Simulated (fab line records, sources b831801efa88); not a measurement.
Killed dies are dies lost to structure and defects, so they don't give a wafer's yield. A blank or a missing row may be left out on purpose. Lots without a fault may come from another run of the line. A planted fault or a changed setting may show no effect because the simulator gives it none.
Which tool did it? | flow gf180mcu | 12 lots, 36 wafers sampled, at 4 steps of a route of 602

WHAT THE GAUGES READ, wafer by wafer
GF_PSD_RS_MEAS_14: measures by four-point-probe. Usual: NSD_RS 46.41 ohm/sq, standard deviation 0.088.
lot  | measured     | on            | NSD_RS (ohm/sq)   | flag
L370 | day 14 17:53 | film_metro-01 | 46.35 46.30 46.23 |
L372 | day 15 07:29 | film_metro-02 | 46.41 46.44 46.47 |
L373 | day 15 13:07 | film_metro-02 | 46.36 46.38 46.48 |
L374 | day 16 08:41 | film_metro-03 | 46.48 46.57 46.47 |
L376 | day 16 21:07 | film_metro-03 | 46.47 46.55 46.45 |
L380 | day 18 14:32 | film_metro-02 | 46.49 46.41 46.44 |
L381 | day 18 16:55 | film_metro-03 | 44.34 44.36 44.37 | OFF
L382 | day 18 23:57 | film_metro-01 | 44.39 44.47 44.56 | OFF
L384 | day 20 09:38 | film_metro-03 | 46.40 46.53 46.52 |
L387 | day 20 21:21 | film_metro-03 | 46.49 46.48 46.49 |
L390 | day 21 19:57 | film_metro-03 | 46.24 46.25 46.30 |
L392 | day 22 09:55 | film_metro-01 | 46.32 46.43 46.40 |

GF_PSD_RS_MEAS_15: measures by four-point-probe. Usual: PSD_RS 108.40 ohm/sq, standard deviation 0.29.
lot  | measured     | on            | PSD_RS (ohm/sq)      | flag
L370 | day 14 18:01 | film_metro-01 | 107.91 108.03 108.12 |
L372 | day 15 07:37 | film_metro-02 | 107.95 107.96 108.24 |
L373 | day 15 13:14 | film_metro-02 | 108.60 108.31 108.35 |
L374 | day 16 08:49 | film_metro-03 | 108.54 108.84 108.93 |
L376 | day 16 21:14 | film_metro-03 | 108.45 108.26 108.35 |
L380 | day 18 14:39 | film_metro-02 | 108.61 108.52 108.33 |
L381 | day 18 17:02 | film_metro-03 | 103.85 104.14 103.66 | OFF
L382 | day 19 00:04 | film_metro-01 | 104.01 104.10 104.23 | OFF
L384 | day 20 09:46 | film_metro-03 | 108.24 108.26 108.54 |
L387 | day 20 21:28 | film_metro-03 | 108.65 108.65 108.79 |
L390 | day 21 20:04 | film_metro-03 | 107.97 107.61 107.69 |
L392 | day 22 10:02 | film_metro-01 | 108.62 108.20 108.44 |

GF_M3_OVL_MEAS_15. Usual: M3_OVL 0 nm, standard deviation 5.6.
lot  | measured     | on         | M3_OVL (nm) | flag
L370 | day 22 01:38 | overlay-02 | -9 -3 -9    |
L372 | day 22 13:25 | overlay-02 | -9 -3 -4    |
L373 | day 22 18:40 | overlay-02 | 3 1 5       |
L374 | day 23 16:36 | overlay-02 | -6 -2 -5    |
L376 | day 24 03:44 | overlay-02 | 2 -12 0     |
L380 | day 25 17:28 | overlay-01 | 5 9 12      |
L381 | day 25 20:43 | overlay-01 | -5 1 -1     |
L382 | day 26 01:44 | overlay-01 | -5 -1 -3    |
L384 | day 27 06:34 | overlay-01 | 0 5 7       |
L387 | day 27 17:59 | overlay-02 | -2 -4 -2    |
L390 | day 28 12:16 | overlay-02 | 3 3 3       |
L392 | day 28 21:58 | overlay-01 | -1 1 4      |

WHICH TOOL RAN EACH LOT (tool, then ch and the chambers of the sampled wafers, then the start)
lot  | GF_PSD_RTA_13
L370 | rtp_anneal-02 ch 0, day 14 17:48
L372 | rtp_anneal-02 ch 0, day 15 07:25
L373 | rtp_anneal-02 ch 0, day 15 13:01
L374 | rtp_anneal-02 ch 0, day 16 08:36
L376 | rtp_anneal-01 ch 0, day 16 21:02
L380 | rtp_anneal-02 ch 0, day 18 14:26
L381 | rtp_anneal-02 ch 0, day 18 16:50
L382 | rtp_anneal-02 ch 0, day 18 23:47
L384 | rtp_anneal-01 ch 0, day 20 09:33
L387 | rtp_anneal-01 ch 0, day 20 21:15
L390 | rtp_anneal-01 ch 0, day 21 19:52
L392 | rtp_anneal-01 ch 0, day 22 09:48
- GF_PSD_RTA_13: time 20 s.

WHAT THE TOOLS THEMSELVES READ (means of the sampled wafers that have a number; where no wafer has one, the mark that the record gives instead)
GF_PSD_RTA_13. Usual: chamber_o2_ppm 1.996, standard deviation 0.021; lamp_power_pct 32 %, standard deviation 3.7; run_length_s 48.8 s, standard deviation 0.59; wafer_temp_C_max 1029.7, standard deviation 1.3.
lot  | tool          | chamber_o2_ppm | lamp_power_pct (%) | run_length_s (s) | wafer_temp_C_max | flag
L370 | rtp_anneal-02 | 1.964          | 28                 | 48.4             | 1029.5           |
L372 | rtp_anneal-02 | 2.007          | 28                 | 48.6             | 1027.9           |
L373 | rtp_anneal-02 | 2.010          | 28                 | 48.5             | 1028.3           |
L374 | rtp_anneal-02 | 2.023          | 28                 | 48.3             | 1028.9           |
L376 | rtp_anneal-01 | 1.986          | 36                 | 48.7             | 1030.6           |
L380 | rtp_anneal-02 | 2.002          | 28                 | 48.5             | 1028.7           |
L381 | rtp_anneal-02 | 1.981          | 28                 | 57.2             | 1028.5           | OFF
L382 | rtp_anneal-02 | 1.974          | 28                 | 59.3             | 1028.5           | OFF
L384 | rtp_anneal-01 | 2.005          | 36                 | 48.9             | 1030.3           |
L387 | rtp_anneal-01 | 1.982          | 36                 | 48.7             | 1030.3           |
L390 | rtp_anneal-01 | 2.002          | 36                 | 48.9             | 1029.3           |
L392 | rtp_anneal-01 | 1.971          | 36                 | 48.9             | 1030.6           |

THE ANSWER, worked out from the rows above alone
Rule: a lot is off if the mean of its wafers that have a number lies more than 3 standard deviations from the usual mean. A lot without any number at a reading at which 4 lots or more have one is off too. The other lots that the step has rows for count as sound. The gauges are gone through in route order, then the tools' own readings, and for those a lot's mean is taken as printed above. The first step at which some lot is off is used, and at that step the reading that is off furthest; a lot without a number counts as furthest.
Off: L381, L382, at GF_PSD_RS_MEAS_14 (NSD_RS).
A tool fits if, at a process step before that reading, it ran every lot that is off, and no sound lot after the first of them. The gauges at GF_PSD_RS_MEAS_14 aren't tried: what is off there is off at GF_PSD_RTA_13 too, on other tools, and a gauge's error can't cause that. One fits: rtp_anneal-02 at GF_PSD_RTA_13. Its last sound lot is L380 (day 18 14:26), its first lot that is off L381 (day 18 16:50): a fault that began between those two fits.
The tool's own readings at GF_PSD_RTA_13 bear it out: on the lots that are off they differ by more than 5 times the standard deviation of the sound lots' means. run_length_s reads 58.2 s there against 48.6 s on the sound lots.

WHAT THE SIMULATOR HAD PUT IN
Process parameter drift: rtp_anneal-02, from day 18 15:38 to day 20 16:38, at GF_PSD_RTA_13. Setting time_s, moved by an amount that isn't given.
Lots struck among those shown: L381, L382. The rule above found the same.
